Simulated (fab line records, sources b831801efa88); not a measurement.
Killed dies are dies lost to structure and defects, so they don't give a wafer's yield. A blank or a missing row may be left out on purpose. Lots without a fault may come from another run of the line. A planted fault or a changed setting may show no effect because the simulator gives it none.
fab line records | flow sky130
record lots=11 wafers=33 last_day=50
route steps=708 shown VIA2@528 CAPM@537 METAL3@567 PAD_OPEN@708
lots that met no fault: from a run of the same line without faults
start_h: hours from the record's first day to the start of the lot's first wafer shown | wait_h: hours since the lot's step before | " the same as in the row above | L1.1+2: a row that stands for several wafers | - no value, or no start given | * or withheld: withheld | < > ~ a bound
route shown NAME@n: a module of which the file shows steps, and the number in the route of the first | usual: mean/standard deviation of fault-free wafers | same: alike in all rows | chamber/n: place in a boat | sites: the reading at each site | _std_site: their standard deviation | _edge_site: outer sites' mean less inner sites' | radius_mm: how far each site lies from the wafer's centre | mask NAME#n: copy n | behind: the tool/chamber that last shaped the wafer | hold: why the lot was held/for how many hours/how that ended | device: the transistor (n, p or np) that didn't switch | end of line: the same wafers' tests at the end of the route | a step without rows: its recipe alone | killed: dies lost to structure and defects at the first sort, not the wafer's yield | map: a wafer's dies, x killed, . not, _ none there
set.NAME: the setting as run; set.NAME@STEP: as run at that earlier step | model.NAME: the simulator's own value behind a step, which no gauge read
steps of the route over a sample of lots; a table a step, a row a wafer
services: from which hour (start_h, from the record's first day; less than 0 if before it) a tool's chamber was out of use, for how many hours, and why
## steps
# step SKY_VIA2_CVD_21
# recipe material=W target_thk_nm=420 time_s=126.4 temp_c=400 pressure_torr=40
# usual heater_power_w=825/92
# same time_s=126.4
# columns lot.wafer tool chamber start_h wait_h heater_power_w
L213.1 cvd_w-01 1 853.15 0.0 712
L213.3 " 0 " " 919
L213.5 " 1 " " 707
L219.2 cvd_w-01 0 903.36 0.0 908
L219.3 " 0 " " 926
L219.4 " 1 " " 703
L226.4 cvd_w-01 1 949.25 0.1 711
L226.5 " 0 " " 953
L226.6 " 1 " " 725
L229.3 cvd_w-01 0 977.18 0.1 941
L229.4 " 1 " " 716
L229.6 " 0 " " 926
L230.1 cvd_w-02 1 977.36 0.0 759
L230.4 " 0 " " 877
L230.5 " 1 " " 745
L231.3 cvd_w-01 0 980.21 0.1 933
L231.4 " 1 " " 722
L231.5 " 1 " " 708
L232.3 cvd_w-01 1 990.05 0.1 711
L232.4 " 0 " " 922
L232.6 " 0 " " 936
L233.1 cvd_w-02 1 994.15 0.0 756
L233.3 " 0 " " 880
L233.5 " 1 " " 767
L234.1 cvd_w-01 0 1006.10 0.0 912
L234.4 " 0 " " 927
L234.6 " 0 " " 937
L235.1 cvd_w-01 1 1018.46 0.0 736
L235.5 " 1 " " 705
L235.6 " 0 " " 930
L236.3 cvd_w-01 0 1024.72 0.1 906
L236.4 " 1 " " 719
L236.5 " 1 " " 721
# step SKY_CAPM_CVD_00
# recipe material=SiO2 target_thk_nm=15.5 temp_c=400 time_s=withheld rf_w=450
# usual heater_power_w=737/130
# columns lot.wafer tool chamber start_h wait_h heater_power_w
L213.1 pecvd-03 2 853.92 0.0 679
L213.3 " 0 " " 658
L213.5 " 1 " " 867
L219.2 pecvd-01 2 904.12 0.0 514
L219.3 " 1 " " 914
L219.4 " 2 " " 512
L226.4 pecvd-02 2 949.98 0.0 719
L226.5 " 0 " " 909
L226.6 " 1 " " 634
L229.3 pecvd-01 1 977.91 0.0 898
L229.4 " 2 " " 577
L229.6 " 0 " " 853
L230.1 pecvd-03 2 978.13 0.0 665
L230.4 " 1 " " 846
L230.5 " 0 " " 643
L231.3 pecvd-01 0 980.93 0.0 808
L231.4 " 1 " " 925
L231.5 " 0 " " 810
L232.3 pecvd-01 0 990.77 0.0 762
L232.4 " 0 " " 740
L232.6 " 1 " " 795
L233.1 pecvd-01 0 994.92 0.0 840
L233.3 " 2 " " 524
L233.5 " 1 " " 880
L234.1 pecvd-02 2 1007.00 0.0 706
L234.4 " 2 " " 725
L234.6 " 1 " " 676
L235.1 pecvd-02 2 1019.22 0.0 662
L235.5 " 2 " " 656
L235.6 " 1 " " 612
L236.3 pecvd-02 1 1025.45 0.0 675
L236.4 " 2 " " 692
L236.5 " 1 " " 684
# step SKY_CAPM_THK_MEAS_01
# recipe reads=SiO2_of_CAPM_CVD_00
# usual CAPM_CVD_00_THK=15.5/0.32
# columns lot.wafer tool chamber start_h wait_h CAPM_CVD_00_THK[nm]
L213.1 film_metro-03 - 853.94 - 15.3
L213.3 " - " " 15.5
L213.5 " - " " 15.7
L219.2 film_metro-03 - 904.15 - 15.7
L219.3 " - " " 16.9
L219.4 " - " " 16.1
L226.4 film_metro-01 - 950.02 - 15.3
L226.5 " - " " 15.4
L226.6 " - " " 15.4
L229.3 film_metro-04 - 977.95 - 15.6
L229.4 " - " " 15.9
L229.6 " - " " 15.5
L230.1 film_metro-03 - 978.15 - 15.1
L230.4 " - " " 15.1
L230.5 " - " " 15.5
L231.3 film_metro-04 - 980.97 - 15.6
L231.4 " - " " 15.8
L231.5 " - " " 15.6
L232.3 film_metro-01 - 990.81 - 15.8
L232.4 " - " " 15.7
L232.6 " - " " 15.7
L233.1 film_metro-04 - 994.94 - 15.6
L233.3 " - " " 16.0
L233.5 " - " " 15.7
L234.1 film_metro-01 - 1007.02 - 15.2
L234.4 " - " " 15.3
L234.6 " - " " 15.4
L235.1 film_metro-01 - 1019.26 - 15.4
L235.5 " - " " 15.5
L235.6 " - " " 15.1
L236.3 film_metro-04 - 1025.50 - 14.9
L236.4 " - " " 15.3
L236.5 " - " " 14.8
# step SKY_CAPM_THK_MEAS_04
# recipe thk_meas_gauge=xrf reads=TiN_of_CAPM_SPUTTER_02
# usual CAPM_TIN_THK=200/3.2
# columns lot.wafer tool chamber start_h wait_h CAPM_TIN_THK[nm]
L213.1 film_metro-01 - 854.23 0.1 206
L213.3 " - " " 200
L213.5 " - " " 202
L219.2 film_metro-04 - 904.44 0.1 203
L219.3 " - " " 203
L219.4 " - " " 198
L226.4 film_metro-03 - 950.31 0.1 198
L226.5 " - " " 197
L226.6 " - " " 198
L229.3 film_metro-01 - 978.24 0.1 197
L229.4 " - " " 199
L229.6 " - " " 201
L230.1 film_metro-04 - 978.44 0.1 199
L230.4 " - " " 206
L230.5 " - " " 198
L231.3 film_metro-03 - 981.26 0.1 207
L231.4 " - " " 201
L231.5 " - " " 203
L232.3 film_metro-01 - 991.10 0.1 196
L232.4 " - " " 200
L232.6 " - " " 201
L233.1 film_metro-03 - 995.23 0.1 202
L233.3 " - " " 201
L233.5 " - " " 202
L234.1 film_metro-04 - 1007.31 0.1 207
L234.4 " - " " 203
L234.6 " - " " 203
L235.1 film_metro-03 - 1019.55 0.1 198
L235.5 " - " " 195
L235.6 " - " " 196
L236.3 film_metro-04 - 1025.78 0.1 201
L236.4 " - " " 202
L236.5 " - " " 197
# step SKY_CAPM_STRIP_14
# recipe chemistry=O2/N2 power_w=1400 pressure_mtorr=1500 platen_temp_c=withheld o2_flow_sccm=3000 n2_flow_sccm=300 overash_fraction=0.5
# usual drypump_motor_current_A=6.11/0.2 oes_product_au=0.711/0.0051 strip_time_to_endpoint_s=12.66/0.043
# columns lot.wafer tool chamber start_h wait_h drypump_motor_current_A oes_product_au rf_hours_counter_h strip_time_to_endpoint_s
L213.1 plasma_asher-04 0 878.95 0.1 6.24 0.717 45 12.66
L213.3 " 0 " " 6.26 0.716 - 12.62
L213.5 " 0 " " 6.28 0.713 - 12.66
L219.2 plasma_asher-04 1 928.80 0.1 6.09 0.708 50 12.68
L219.3 " 0 " " 6.26 0.710 - 12.62
L219.4 " 1 " " 6.08 0.711 - 12.70
L226.4 plasma_asher-03 0 974.79 0.1 5.74 0.699 - 12.63
L226.5 " 0 " " 5.71 0.716 - 12.59
L226.6 " 1 " " 6.20 0.702 - 12.66
L229.3 plasma_asher-03 1 1001.20 0.1 6.16 0.708 - 12.68
L229.4 " 0 " " 5.72 0.705 - 12.68
L229.6 " 1 " " 6.17 0.706 - 12.65
L230.1 plasma_asher-02 0 1001.77 0.1 6.05 0.712 122 12.65
L230.4 " 1 " " 6.32 0.714 - 12.67
L230.5 " 1 " " 6.31 0.713 - 12.62
L231.3 plasma_asher-02 1 1004.10 0.1 6.37 0.708 - 12.67
L231.4 " 0 " " 6.05 0.713 - 12.64
L231.5 " 1 " " 6.31 0.707 - 12.74
L232.3 plasma_asher-02 1 1014.43 0.1 6.30 0.713 - 12.67
L232.4 " 0 " " 6.07 0.719 - 12.60
L232.6 " 1 " " 6.35 0.709 - 12.65
L233.1 plasma_asher-03 1 1018.62 0.1 6.17 0.706 88 12.68
L233.3 " 0 " " 5.72 0.713 - 12.67
L233.5 " 0 " " 5.70 0.706 - 12.66
L234.1 plasma_asher-03 1 1030.20 0.1 6.16 0.718 89 12.69
L234.4 " 1 " " 6.16 0.704 - 12.68
L234.6 " 1 " " 6.18 0.713 - 12.69
L235.1 plasma_asher-02 1 1041.40 0.1 6.34 0.705 126 12.62
L235.5 " 0 " " 6.07 0.714 - 12.59
L235.6 " 1 " " 6.31 0.710 - 12.65
L236.3 plasma_asher-03 0 1047.59 0.1 5.70 0.711 - 12.67
L236.4 " 1 " " 6.18 0.705 - 12.72
L236.5 " 0 " " 5.70 0.706 - 12.77
# step SKY_METAL3_ETCH_17
# recipe target=SiO2 stop_on=TiN chemistry=C4F8/O2/Ar source_w=1500 bias_w=1200 pressure_mtorr=40 c4f8_flow_sccm=withheld O2_flow_sccm=6 Ar_flow_sccm=300 time_s=3.9 target_depth_a=150
# usual oes_product_au=0.754/0.0086
# same time_s=3.9
# columns lot.wafer tool chamber start_h wait_h oes_product_au
L213.1 rie_diel-04 3 905.10 0.2 0.752
L213.3 " 1 " " 0.751
L213.5 " 3 " " 0.758
L219.2 rie_diel-02 2 954.43 0.1 0.765
L219.3 " 0 " " 0.792
L219.4 " 1 " " 0.766
L226.4 rie_diel-01 1 999.38 0.0 0.746
L226.5 " 3 " " 0.754
L226.6 " 0 " " 0.749
L229.3 rie_diel-04 3 1025.32 0.0 0.760
L229.4 " 0 " " 0.766
L229.6 " 3 " " 0.755
L230.1 rie_diel-01 1 1026.23 0.1 0.754
L230.4 " 3 " " 0.742
L230.5 " 1 " " 0.757
L231.3 rie_diel-01 2 1027.99 0.0 0.761
L231.4 " 3 " " 0.756
L231.5 " 0 " " 0.759
L232.3 rie_diel-02 3 1038.09 0.0 0.761
L232.4 " 2 " " 0.757
L232.6 " 3 " " 0.767
L233.1 rie_diel-01 1 1042.48 0.1 0.753
L233.3 " 0 " " 0.762
L233.5 " 2 " " 0.759
L234.1 rie_diel-02 2 1053.62 0.1 0.747
L234.4 " 1 " " 0.751
L234.6 " 2 " " 0.750
L235.1 rie_diel-02 2 1064.24 0.1 0.747
L235.5 " 3 " " 0.759
L235.6 " 2 " " 0.737
L236.3 rie_diel-01 0 1070.14 0.0 0.744
L236.4 " 0 " " 0.752
L236.5 " 2 " " 0.737
# step SKY_PAD_OPEN_PROBE_99
# usual defect_limited_yield=82.5/2 killed_at_M0_to_M3=43/6.8 killed_at_M4_up=3.3/2.1 killed_at_contacts=24/5 killed_at_front_end=15/4.4 killed_at_other=0.3/0.57 killed_dies=86/9.7 killed_open=47/7.3 killed_short=39/6.1 sort_bin_3_pad_short=0.8/0.38 sort_bin_5_function=10.5/1.5 sort_bin_6_memory=6.2/1.1 sort_n_pass=406/9.7 sort_yield_pct=82.5/2
# same gross_dies=492 killed_at_back_side=0 sort_bin_4_leakage[%]=0 sort_bin_8_speed[%]=0
# columns lot.wafer tool chamber start_h wait_h defect_limited_yield[%] killed_at_M0_to_M3 killed_at_M4_up killed_at_contacts killed_at_front_end killed_at_other killed_dies killed_open killed_short sort_bin_3_pad_short[%] sort_bin_5_function[%] sort_bin_6_memory[%] sort_n_pass sort_yield_pct[%]
L229.3 prober-02 - 1175.46 0.2 80.5 52 6 20 18 0 96 53 43 1.0 12.2 6.3 396 80.5
L229.4 prober-02 - 1175.51 0.2 81.9 52 6 22 9 0 89 44 45 0.6 11.6 5.9 403 81.9
L229.6 prober-02 - 1175.61 0.2 85.8 27 1 20 22 0 70 48 22 0.8 9.1 4.3 422 85.8
L230.4 prober-01 - 1175.78 0.2 86.4 37 2 15 12 1 67 33 33 0.2 9.3 4.1 425 86.4
L230.5 prober-01 - 1175.83 0.2 80.9 46 4 25 18 1 94 58 36 0.4 11.4 7.3 398 80.9
L233.1 prober-02 - 1186.71 0.1 80.7 48 7 19 20 1 95 50 45 1.0 10.6 7.7 397 80.7
L233.3 prober-02 - 1186.81 0.2 85.6 37 2 21 11 0 71 46 25 1.2 9.1 4.1 421 85.6
L233.5 prober-02 - 1186.91 0.2 83.7 39 5 18 18 0 80 44 36 1.4 9.6 5.3 412 83.7
L234.1 prober-01 - 1195.15 0.1 83.1 44 1 25 13 0 83 42 40 0.6 10.8 5.5 409 83.1
L234.4 prober-01 - 1195.30 0.2 83.5 43 8 20 10 0 81 47 32 0.8 9.6 6.1 411 83.5
L234.6 prober-01 - 1195.40 0.2 79.7 45 1 29 24 1 100 57 43 1.0 12.6 6.7 392 79.7
# killed by level:class
L229.3 VIA3:geometric_particle:open=13 VIA1:geometric_particle:open=8 VIA2:geometric_particle:open=7 VIA1:geometric_particle:short=7 LI_CONTACT:geometric_particle:open=6 POLY_GATE:geometric_particle:short=6 CONTACT:geometric_particle:open=6 METAL4:geometric_particle:short=5
L229.4 VIA1:geometric_particle:open=11 LI_CONTACT:geometric_particle:open=8 VIA3:geometric_particle:short=8 VIA3:geometric_particle:open=7 METAL4:geometric_particle:short=6 CONTACT:geometric_particle:short=5 VIA2:geometric_particle:open=5 METAL2:geometric_particle:short=4
L229.6 CONTACT:geometric_particle:open=12 FIELD_ISO:geometric_particle:open=8 VIA3:geometric_particle:open=8 VIA1:geometric_particle:open=8 POLY_GATE:geometric_particle:short=5 POLY_GATE:geometric_particle:open=4 LI_CONTACT:geometric_particle:open=4 FIELD_ISO:geometric_particle:short=3
L230.4 VIA1:geometric_particle:open=7 METAL2:geometric_particle:short=7 METAL1:geometric_particle:short=6 VIA3:geometric_particle:open=5 LI_CONTACT:geometric_particle:open=5 CONTACT:geometric_particle:open=5 POLY_GATE:geometric_particle:short=3 VIA2:geometric_particle:open=3
L230.5 CONTACT:geometric_particle:open=13 VIA1:geometric_particle:open=11 LI_CONTACT:geometric_particle:open=7 VIA3:geometric_particle:open=6 VIA2:geometric_particle:open=6 VIA1:geometric_particle:short=5 POLY_GATE:geometric_particle:open=4 POLY_GATE:geometric_particle:short=4
L233.1 VIA1:geometric_particle:open=11 CONTACT:geometric_particle:open=8 METAL4:geometric_particle:short=7 METAL1:geometric_particle:short=7 VIA2:geometric_particle:open=7 POLY_GATE:geometric_particle:short=6 VIA3:geometric_particle:open=6 VIA1:geometric_particle:short=5
L233.3 CONTACT:geometric_particle:open=9 VIA2:geometric_particle:open=9 VIA1:geometric_particle:open=7 LI_CONTACT:geometric_particle:open=6 METAL1:geometric_particle:short=4 VIA3:geometric_particle:open=4 METAL2:geometric_particle:short=3 POLY_GATE:geometric_particle:open=3
L233.5 VIA1:geometric_particle:open=16 LI_CONTACT:geometric_particle:open=6 CONTACT:geometric_particle:open=6 FIELD_ISO:geometric_particle:short=5 POLY_GATE:geometric_particle:open=5 POLY_GATE:geometric_particle:short=5 METAL1:geometric_particle:short=4 VIA2:geometric_particle:open=4
L234.1 CONTACT:geometric_particle:open=8 VIA2:geometric_particle:open=8 METAL2:geometric_particle:short=7 METAL1:geometric_particle:short=6 LOCAL_INTERCONNECT:geometric_particle:short=6 VIA1:geometric_particle:open=6 POLY_GATE:geometric_particle:open=5 LI_CONTACT:geometric_particle:open=5
L234.4 VIA1:geometric_particle:open=12 CONTACT:geometric_particle:open=11 METAL4:geometric_particle:short=6 VIA3:geometric_particle:open=6 METAL1:geometric_particle:short=4 VIA2:geometric_particle:open=4 METAL2:geometric_particle:open=3 POLY_GATE:geometric_particle:short=3
L234.6 CONTACT:geometric_particle:open=10 VIA1:geometric_particle:open=10 METAL3:geometric_particle:short=8 VIA3:geometric_particle:open=7 FIELD_ISO:geometric_particle:open=6 CONTACT:geometric_particle:short=6 POLY_GATE:geometric_particle:open=5 LI_CONTACT:geometric_particle:open=5
## services
# columns tool chamber start_h hours kind
rie_diel-01 2 835.60 8.4 repair
pecvd-01 0 846.45 10.6 repair
rie_diel-02 0 867.02 15.2 repair
rie_diel-01 0 882.78 15.6 repair
pecvd-01 - 890.85 0.5 repair
cvd_w-01 - 897.97 1.5 repair
pecvd-02 - 910.57 0.5 repair
pecvd-02 1 916.38 8.6 repair
cvd_w-01 - 918.04 14.6 pm
pecvd-01 2 938.15 22.6 repair
plasma_asher-03 - 960.26 0.6 repair
pecvd-02 - 977.78 28.1 pm
plasma_asher-03 - 988.68 2.8 pm
cvd_w-01 - 998.31 2.8 pm
cvd_w-01 1 1006.05 12.3 repair
rie_diel-02 0 1007.09 5.9 repair
pecvd-02 0 1008.35 12.1 repair
pecvd-01 - 1029.87 0.5 repair
rie_diel-02 0 1039.17 5.5 repair
cvd_w-01 - 1043.62 0.8 repair
cvd_w-01 1 1049.21 3.7 repair
pecvd-01 - 1052.13 14.6 pm
plasma_asher-02 - 1055.29 9.0 pm
rie_diel-02 3 1066.37 9.1 repair
## key
first_sign step=SKY_CAPM_THK_MEAS_01 reading=CAPM_CVD_00_THK direction=up sigmas=4.3 usual=15.5 struck=16.9
effect step=SKY_METAL3_ETCH_17 reading=oes_product_au direction=up sigmas=4.4 usual=0.754 struck=0.792
met_at SKY_CAPM_CVD_00
struck_lots L219
struck_wafers L219.3
not_acting_at SKY_VIA2_CVD_21,SKY_CAPM_THK_MEAS_04,SKY_CAPM_STRIP_14
fault kind=process_parameter_drift tool=pecvd-01 chamber=1 onset_h=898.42 steps=SKY_CAPM_CVD_00 channel=time_s offset=withheld shape=step end_h=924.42 acts_in=*
